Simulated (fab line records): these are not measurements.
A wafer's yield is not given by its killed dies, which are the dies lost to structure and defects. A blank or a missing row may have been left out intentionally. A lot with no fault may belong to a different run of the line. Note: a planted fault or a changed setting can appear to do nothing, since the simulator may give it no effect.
Struck lot and sound lot, side by side	flow sky130	18 out of 708 route steps
Sound: these wafers, L841.2, L841.4, L841.5. Wafers struck: L849.1, L849.4, L849.5. At the end, the cause is stated.
For every step that has rows: the tool of each side, followed by ch and its chambers, followed by its first start. Under that, the readings that differ: sound wafers	struck wafers	difference of the means	sigmas: that difference in standard deviations of wafers without a fault.
alike: readings with means less than 2 such deviations apart, plus words and numbers identical on both sides. not compared: withheld readings, readings lacking a value on some wafer, bounds such as >300 that could conceal the same value, and numbers that have no deviation in the record and whose values overlap.
Wherever a step has rows on one side only, a row that says differs or no value, or a row with sigmas, the two part there. Numbers that don't overlap but have no deviation are shown without sigmas and don't part them. Lack of a reading on every wafer of one side parts them only where that side has two or more wafers.

first, 5 steps without rows for these wafers: SKY_LDD_HVP_COAT_02 (resist thk 300 nm); SKY_LDD_HVP_SOFTBAKE_03 (time 60 s); SKY_LDD_HVP_EXPOSE_04 (exposes mask HVPTM, target cd 700 nm); SKY_LDD_HVP_PEB_05; SKY_LDD_HVP_DEVELOP_06 (develop time 60 s).
SKY_LDD_HVP_OVL_MEAS_07:
  sound on overlay-02, day 22 19:03; struck on overlay-01, day 25 15:38
  alike: LDD_HVP_OVL
next, for these wafers, 1 step has no rows: SKY_LDD_HVP_IMPLANT_08.
SKY_LDD_HVP_STRIP_09: strips in O2/N2.
  sound on plasma_asher-03 ch 1, day 22 19:14; struck on plasma_asher-03 ch 0, day 25 15:50
  alike: drypump_motor_current_A, n2_flow_sccm, o2_flow_sccm, oes_product_au, strip_time_to_endpoint_s
  not compared: rf_hours_counter_h
SKY_LDD_HVP_TW_MEAS_10:
  sound on film_metro-01, day 22 19:20; struck on film_metro-01, day 25 15:56
  alike: LDD_HVP_TW
then, 3 steps without rows for these wafers: SKY_LDD_LDN_DEHYDRATE_00 (time 60 s); SKY_LDD_LDN_HMDS_01 (prime time 60 s); SKY_LDD_LDN_COAT_02 (resist thk 1140 nm).
SKY_LDD_LDN_SOFTBAKE_03: time 60 s.
  sound on litho_track-03 ch 0, day 23 10:04; struck on litho_track-03 ch 0, day 26 05:56
reading	sound	struck	difference	sigmas
heater_power_total_W (W)	56.57 56.59 56.56	54.19 54.27 54.29	-2.32	-53
plate_temp_C (C)	90.04 90.13 90.28	87.33 87.52 87.33	-2.76	-23
then, 2 steps without rows for these wafers: SKY_LDD_LDN_EXPOSE_04 (exposes mask LDNTM, target cd 700 nm); SKY_LDD_LDN_PEB_05.
SKY_LDD_LDN_DEVELOP_06: develop time 60 s.
  sound on litho_track-01 ch 0, day 24 01:24; struck on litho_track-03 ch 0, day 26 20:35
reading	sound	struck	difference	sigmas
model.NOVOLAK_of_LDD_LDN_COAT_02.thk_nm (nm)	1142 1137 1141	1147 1146 1147	+7	
SKY_LDD_LDN_OVL_MEAS_07:
  sound on overlay-01, day 24 01:32; struck on overlay-01, day 26 20:44
  alike: LDD_LDN_OVL
-- here the record skips 22 days between the struck wafers' starts before and after, leaving off in module LDD_LDN and picking up in module PAD_OPEN (first step shown: number 708 of the route) --
SKY_PAD_OPEN_PROBE_99:
  the record has rows for the struck wafers here (prober-02, day 48 10:27) and none for the sound ones

== WHERE THEY PART ==
First at SKY_LDD_LDN_SOFTBAKE_03; last, within this record, at SKY_PAD_OPEN_PROBE_99.

WHY: what had been put in by the simulator
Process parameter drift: litho_track-03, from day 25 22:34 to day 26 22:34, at SKY_LDD_LDN_SOFTBAKE_03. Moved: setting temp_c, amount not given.
